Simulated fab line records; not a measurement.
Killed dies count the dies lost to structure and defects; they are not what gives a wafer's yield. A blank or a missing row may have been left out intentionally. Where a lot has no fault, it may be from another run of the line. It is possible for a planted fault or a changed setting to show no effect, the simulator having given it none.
Which tool was responsible? :: flow sky130 :: Sampling: 11 lots, 33 wafers, 4 of 708 route steps

WHAT EACH GAUGE READ, for each wafer
SKY_POLY_GATE_THK_MEAS_01.
lot: L623
measured: day 15 03:58
on: filmMetro-03
POLY_GATE_CVD_00_THK (nm): 182.4 181.8 182.3

lot: L622
measured: day 15 05:10
on: filmMetro-02
POLY_GATE_CVD_00_THK (nm): 180.8 179.8 180.7

lot: L625
measured: day 16 06:09
on: filmMetro-03
POLY_GATE_CVD_00_THK (nm): 182.3 180.9 179.0

lot: L624
measured: day 16 07:20
on: filmMetro-01
POLY_GATE_CVD_00_THK (nm): 178.4 177.1 178.3

lot: L627
measured: day 16 21:44
on: filmMetro-03
POLY_GATE_CVD_00_THK (nm): 180.5 181.3 182.3

lot: L626
measured: day 17 03:04
on: filmMetro-02
POLY_GATE_CVD_00_THK (nm): 178.4 179.1 178.7

lot: L628
measured: day 17 19:59
on: filmMetro-02
POLY_GATE_CVD_00_THK (nm): 179.2 180.2 178.5

lot: L629
measured: day 17 19:59
on: filmMetro-03
POLY_GATE_CVD_00_THK (nm): 180.7 180.9 180.6

lot: L630
measured: day 18 07:13
on: filmMetro-01
POLY_GATE_CVD_00_THK (nm): 177.0 177.0 176.2

lot: L631
measured: day 18 07:13
on: filmMetro-03
POLY_GATE_CVD_00_THK (nm): 177.3 178.1 176.8

lot: L632
measured: day 18 15:41
on: filmMetro-02
POLY_GATE_CVD_00_THK (nm): 179.2 179.4 179.0

SKY_LDD_P_TW_MEAS_11.
lot: L623
measured: day 20 13:45
on: filmMetro-02
LDD_P_TW: 635 635 636

lot: L622
measured: day 20 13:09
on: filmMetro-04
LDD_P_TW: 640 641 642

lot: L625
measured: day 21 17:43
on: filmMetro-03
LDD_P_TW: 635 629 632

lot: L624
measured: day 21 18:36
on: filmMetro-02
LDD_P_TW: 637 634 635

lot: L627
measured: day 22 01:43
on: filmMetro-04
LDD_P_TW: 644 639 644

lot: L626
measured: day 22 11:36
on: filmMetro-03
LDD_P_TW: 633 635 628

lot: L628
measured: day 22 22:03
on: filmMetro-04
LDD_P_TW: 645 643 648

lot: L629
measured: day 23 01:57
on: filmMetro-04
LDD_P_TW: 641 639 644

lot: L630
measured: day 23 14:52
on: filmMetro-04
LDD_P_TW: 645 643 639

lot: L631
measured: day 23 12:05
on: filmMetro-04
LDD_P_TW: 640 641 640

lot: L632
measured: day 23 21:37
on: filmMetro-03
LDD_P_TW: 633 634 629

WHAT TOOL EACH LOT RAN ON (gives the tool, then ch and the chambers of the sampled wafers, and finally the start)
lot: L623
SKY_POLY_GATE_ETCH_17: rieSi-01 ch 0,2, day 17 15:38
SKY_LDD_N_IMPLANT_15: implanter-04 ch 0, day 19 06:47

lot: L622
SKY_POLY_GATE_ETCH_17: rieSi-02 ch 1,2, day 17 18:32
SKY_LDD_N_IMPLANT_15: implanter-02 ch 0, day 19 06:05

lot: L625
SKY_POLY_GATE_ETCH_17: rieSi-01 ch 0,2,3, day 18 19:56
SKY_LDD_N_IMPLANT_15: implanter-01 ch 0, day 20 10:49

lot: L624
SKY_POLY_GATE_ETCH_17: rieSi-02 ch 1,2,3, day 18 19:35
SKY_LDD_N_IMPLANT_15: implanter-04 ch 0, day 20 11:05

lot: L627
SKY_POLY_GATE_ETCH_17: rieSi-01 ch 0,1, day 19 09:11
SKY_LDD_N_IMPLANT_15: implanter-02 ch 0, day 20 19:23

lot: L626
SKY_POLY_GATE_ETCH_17: rieSi-01 ch 0,1,3, day 19 18:29
SKY_LDD_N_IMPLANT_15: implanter-01 ch 0, day 21 04:26

lot: L628
SKY_POLY_GATE_ETCH_17: rieSi-01 ch 0,1,3, day 20 06:59
SKY_LDD_N_IMPLANT_15: implanter-04 ch 0, day 21 15:41

lot: L629
SKY_POLY_GATE_ETCH_17: rieSi-02 ch 1,2, day 20 08:59
SKY_LDD_N_IMPLANT_15: implanter-01 ch 0, day 21 19:06

lot: L630
SKY_POLY_GATE_ETCH_17: rieSi-01 ch 0,2,3, day 20 22:50
SKY_LDD_N_IMPLANT_15: implanter-02 ch 0, day 22 07:42

lot: L631
SKY_POLY_GATE_ETCH_17: rieSi-02 ch 0,1,2, day 20 21:32
SKY_LDD_N_IMPLANT_15: implanter-02 ch 0, day 22 05:41

lot: L632
SKY_POLY_GATE_ETCH_17: rieSi-02 ch 0,1, day 21 06:05
SKY_LDD_N_IMPLANT_15: implanter-02 ch 0, day 22 14:44
- SKY_POLY_GATE_ETCH_17: etches poly-Si in HBr/Cl2, stops on SiO2, target depth 180 nm, time 70.5 s.
- SKY_LDD_N_IMPLANT_15

WHAT THE TOOLS THEMSELVES READ (means of the sampled wafers that have a number; where no wafer has one, the mark that the record gives instead)
SKY_POLY_GATE_ETCH_17.
lot: L623
tool: rieSi-01
drypumpMotorCurrentA (A): 6.2
oesProductAu (a.u.): 0.988
throttleValvePct (%): 33.676

lot: L622
tool: rieSi-02
drypumpMotorCurrentA (A): 5.9
oesProductAu (a.u.): 0.986
throttleValvePct (%): 33.688

lot: L625
tool: rieSi-01
drypumpMotorCurrentA (A): 6.0
oesProductAu (a.u.): 0.983
throttleValvePct (%): 33.688

lot: L624
tool: rieSi-02
drypumpMotorCurrentA (A): 5.7
oesProductAu (a.u.): 0.974
throttleValvePct (%): 33.687

lot: L627
tool: rieSi-01
drypumpMotorCurrentA (A): 5.2
oesProductAu (a.u.): 0.981
throttleValvePct (%): 33.681

lot: L626
tool: rieSi-01
drypumpMotorCurrentA (A): 5.5
oesProductAu (a.u.): 0.973
throttleValvePct (%): 33.690

lot: L628
tool: rieSi-01
drypumpMotorCurrentA (A): 5.5
oesProductAu (a.u.): 0.984
throttleValvePct (%): 33.682

lot: L629
tool: rieSi-02
drypumpMotorCurrentA (A): 5.8
oesProductAu (a.u.): 0.990
throttleValvePct (%): 33.692

lot: L630
tool: rieSi-01
drypumpMotorCurrentA (A): 6.0
oesProductAu (a.u.): 0.972
throttleValvePct (%): 33.674

lot: L631
tool: rieSi-02
drypumpMotorCurrentA (A): 5.6
oesProductAu (a.u.): 0.976
throttleValvePct (%): 33.682

lot: L632
tool: rieSi-02
drypumpMotorCurrentA (A): 5.8
oesProductAu (a.u.): 0.982
throttleValvePct (%): 33.682

THE ANSWER, worked out from the rows above alone
Rule: the lots themselves supply what counts as usual. Put in order of their means at a reading, lots are off if they are a third of the lots or fewer, leave a main group of 4 or more, and stand apart from it by a gap of 3 or more times the standard deviation of the main group's means; of several such gaps the widest counts. Not used: any main group whose means are identical at the precision the tables above print for the reading. Also off: a lot with no number at a reading for which 4 or more lots have one. The other lots that the step has rows for count as sound. First the gauges in route order, then the tools' own readings, where a lot's mean is used as printed above. The first step at which some lot is off is used, and at that step the reading that is off furthest; a lot without a number counts as furthest.
None of the lots is off at any reading shown; this tells nothing.

WHAT WAS PUT IN BY THE SIMULATOR
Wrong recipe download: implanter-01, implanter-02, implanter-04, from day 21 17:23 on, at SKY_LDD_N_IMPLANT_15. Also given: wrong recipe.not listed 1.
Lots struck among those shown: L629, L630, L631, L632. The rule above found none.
